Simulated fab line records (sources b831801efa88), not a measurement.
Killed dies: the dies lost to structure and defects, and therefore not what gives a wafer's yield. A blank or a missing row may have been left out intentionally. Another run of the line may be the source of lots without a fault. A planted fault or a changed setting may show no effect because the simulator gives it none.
Problem report in the 8D (eight disciplines) form, filled by code    flow sky130    the parts of the form that need people (team, actions taken, sign-off) are left out

## 1. PROBLEM STATEMENT
Wafers free of any fault read 1629 (standard deviation 11) for RES_XHIGH_TW at SKY_RES_XHIGH_TW_MEAS_09, against a mean of 1419 on 6 wafers of 2 lots. Relative to the usual mean, that is a shift of -19 standard deviations.
Seen first at day 32 02:10 on film_metro-02, wafer L382.3. Wafers with a number at this step in the record: 42, from 14 lots. The rule behind "out" and "out of limits": a value lying over 4 standard deviations away from the usual mean. The other wafers with a number count as sound.

## 2. WHAT IT IS; WHAT IT IS NOT
question                     is                            is not
which readings at this step  RES_XHIGH_TW                  -
which lots                   L382, L384                    L366, L367, L368, L369, L370, L371, L372, L373, L375, L376, L377, L389
which wafers of those lots   all that have a number        -
read on which gauges         film_metro-02, film_metro-03  film_metro-04
when                         from day 32 02:10             up to then (33 sound wafers); but 3 sound wafers of L389 came after

## 3. SUSPECTS, AND WHAT RULES EACH OUT
Counting: any tool at a process step up to the reading is kept as a suspect provided that every lot that is out went through it and no sound lot did after the first of them.
- the gauge at SKY_RES_XHIGH_TW_MEAS_09: ruled out. 2 gauges (film_metro-02, film_metro-03) read the wafers that are out.
- implanter-03 at SKY_RES_XHIGH_IMPLANT_07: kept. Every lot that is out went through it, starting with L382 (day 32 01:56), and after that it ran no sound lot; the last sound lot it ran before then is L375 (day 29 21:08). On those wafers its own readings are out: beam_on_s, dose_ions_cm2.
The count leaves implanter-03 at SKY_RES_XHIGH_IMPLANT_07.

## 4. THE CAUSE (what the simulator had put in)
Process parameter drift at SKY_RES_XHIGH_IMPLANT_07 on implanter-03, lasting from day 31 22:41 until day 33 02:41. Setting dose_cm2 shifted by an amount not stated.
Counting left only this tool.

## 5. THE CHAIN OF EFFECTS, in route order
Rows list readings where the struck wafers' mean (over those with a number) sits beyond 3 standard deviations from the usual. Scope: only readings with a usual standard deviation given in the record; hours: median across lots of the time from each lot's start at the first step in this table that gives one to its start at this step; sigmas: change in usual standard deviations.
hours  step                      reading        usual         on struck wafers  change    sigmas
0      SKY_RES_XHIGH_IMPLANT_07  beam_on_s      40.4 s        24.1              -16.2     -6.2
0      SKY_RES_XHIGH_IMPLANT_07  dose_ions_cm2  3.6e+14       2.3e+14           -1.3e+14  -99 or more
0      SKY_RES_XHIGH_TW_MEAS_09  RES_XHIGH_TW   1629          1419              -210      -19
28     SKY_SD_N_RS_MEAS_18       RES_XHIGH_RS   332.9 ohm/sq  485.1             +152.2    +99 or more
Its process steps:
- SKY_RES_XHIGH_IMPLANT_07

## 6. WHAT WOULD HAVE CAUGHT IT SOONER
The first out-of-limits reading at a measuring or inspecting step in this record came at day 32 02:10, 3 hours after the fault's start at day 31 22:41.
At SKY_RES_XHIGH_IMPLANT_07, the tool's own readings (beam_on_s, dose_ions_cm2) were out on each struck wafer the step has a row for, so an alarm limit on them would have fired on the first such wafer.
L384, from the lots that are out (2), started SKY_RES_XHIGH_IMPLANT_07 on implanter-03 later than day 32 02:10. A tool hold placed at that time would have kept it from harm.
